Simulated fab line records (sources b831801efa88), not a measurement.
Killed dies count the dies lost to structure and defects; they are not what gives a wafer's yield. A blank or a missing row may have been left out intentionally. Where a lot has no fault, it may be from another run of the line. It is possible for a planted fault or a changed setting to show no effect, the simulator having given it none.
What tool caused it? ; flow gf180mcu ; 13 lots, 39 wafers sampled, at 4 steps of a route of 602

WHAT THE GAUGES SHOWED, per wafer
GF_VT_IMPLANT_OVL_MEAS_29.
lot;measured;on;VT_IMPLANT_02_OVL (nm)
L127;day 7 07:04;overlay-01;2.0 1.3 0.5
L128;day 7 11:47;overlay-02;0.9 -0.1 0.9
L129;day 7 19:13;overlay-01;0.1 -1.4 -1.4
L130;day 8 05:07;overlay-01;2.4 2.9 3.8
L131;day 8 16:41;overlay-02;-0.7 -1.5 -0.1
L132;day 8 19:35;overlay-01;2.2 2.4 4.0
L133;day 9 02:17;overlay-02;4.6 3.8 3.8
L137;day 10 00:11;overlay-01;-3.8 -2.4 -5.2
L141;day 11 02:02;overlay-02;1.8 0.3 0.5
L144;day 11 21:44;overlay-01;- - -
L145;day 12 04:39;overlay-02;- - -
L147;day 12 13:56;overlay-02;2.8 2.6 0.8
L149;day 13 04:52;overlay-02;-0.8 0.2 0.0

GF_VT_IMPLANT_TW_MEAS_32.
lot;measured;on;VT_IMPLANT_3_TW
L127;day 7 07:22;film_metro-01;270.2 268.8 269.6
L128;day 7 12:05;film_metro-01;271.5 269.4 270.1
L129;day 7 19:31;film_metro-01;269.6 269.5 270.6
L130;day 8 05:25;film_metro-01;268.0 269.7 270.0
L131;day 8 16:59;film_metro-04;266.7 265.7 266.5
L132;day 8 19:53;film_metro-04;267.0 266.1 266.7
L133;day 9 02:34;film_metro-04;266.8 266.9 265.4
L137;day 10 00:29;film_metro-02;268.0 269.1 269.6
L141;day 11 02:20;film_metro-01;268.4 270.1 270.6
L144;day 11 22:01;film_metro-01;30.0 30.0 30.1
L145;day 12 04:57;film_metro-04;30.2 30.1 30.2
L147;day 12 14:14;film_metro-02;271.3 271.2 272.6
L149;day 13 05:10;film_metro-01;269.9 269.7 270.4

GF_M1_CD_MEAS_14: the cd target is 230 nm.
lot;measured;on;cd_nm (nm)
L127;day 17 16:54;cd_sem-02;231.7 231.1 231.1
L128;day 17 22:05;cd_sem-01;228.4 229.4 230.0
L129;day 18 17:12;cd_sem-02;228.8 230.4 228.3
L130;day 18 22:10;cd_sem-01;230.4 231.2 231.1
L131;day 19 20:50;cd_sem-01;230.3 229.8 230.6
L132;day 20 00:58;cd_sem-02;227.9 228.5 228.1
L133;day 20 08:01;cd_sem-01;230.7 229.8 230.5
L137;day 21 13:31;cd_sem-01;228.8 227.4 229.3
L141;day 22 21:18;cd_sem-02;229.5 230.1 228.1
L147;day 24 16:34;cd_sem-02;228.4 228.8 229.3
L149;day 25 08:21;cd_sem-01;230.9 228.4 229.9

WHAT TOOL EACH LOT RAN ON (gives the tool, then ch and the chambers of the sampled wafers, and finally the start)
lot;GF_VT_IMPLANT_DEVELOP_28
L127;litho_track-04 ch 0, day 7 06:56
L128;litho_track-04 ch 0, day 7 11:41
L129;litho_track-04 ch 0, day 7 19:05
L130;litho_track-01 ch 0, day 8 04:58
L131;litho_track-03 ch 0, day 8 16:34
L132;litho_track-01 ch 0, day 8 19:28
L133;litho_track-03 ch 0, day 9 02:08
L137;litho_track-01 ch 0, day 10 00:04
L141;litho_track-01 ch 0, day 11 01:55
L144;litho_track-03 ch 0, day 11 21:35
L145;litho_track-03 ch 0, day 12 04:34
L147;litho_track-01 ch 0, day 12 13:51
L149;litho_track-04 ch 0, day 13 04:44
- GF_VT_IMPLANT_DEVELOP_28: develop time 60 s.

AS READ BY THE TOOLS THEMSELVES (means over the sampled wafers that have a number; for cases with no such wafer, the mark the record gives instead)
The record holds no such reading with a usual standard deviation.

THE ANSWER, worked out from the rows above alone
Rule: the usual values come from the lots themselves. Put in order of their means at a reading, lots are off if they are a third of the lots or fewer, leave a main group of 4 or more, and stand apart from it by a gap of 3 or more times the standard deviation of the main group's means; of several such gaps the widest counts. If all means in a main group match to the digits the tables above print for the reading, that group is not used. Also off: a lot with no number at a reading for which 4 or more lots have one. Where the step has rows for the other lots, those lots are counted as sound. First the gauges in route order, then the tools' own readings, where a lot's mean is used as printed above. The first step at which some lot is off is used, and at that step the reading that is off furthest; a lot without a number counts as furthest.
Off: L144, L145, seen at GF_VT_IMPLANT_OVL_MEAS_29 (VT_IMPLANT_02_OVL). Without a number there: L144, L145. Mean 0.8 nm and standard deviation 2.1 in the main group.
A tool fits if, at a process step before that reading, it ran every lot that is off, and no sound lot after the first of them. Not tried: the gauges at GF_VT_IMPLANT_OVL_MEAS_29; whatever is off there is also off at GF_VT_IMPLANT_TW_MEAS_32, on other tools, and gauge error can't account for it. One candidate fits, namely litho_track-03 at GF_VT_IMPLANT_DEVELOP_28. Its last sound lot is L133 (day 9 02:08), its first lot that is off L144 (day 11 21:35): a fault that began between those two fits.

WHAT THE SIMULATOR HAD PUT IN
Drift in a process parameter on litho_track-03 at GF_VT_IMPLANT_DEVELOP_28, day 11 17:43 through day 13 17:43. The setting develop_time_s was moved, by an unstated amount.
Struck lots among those shown: L144, L145. The rule above found the same.
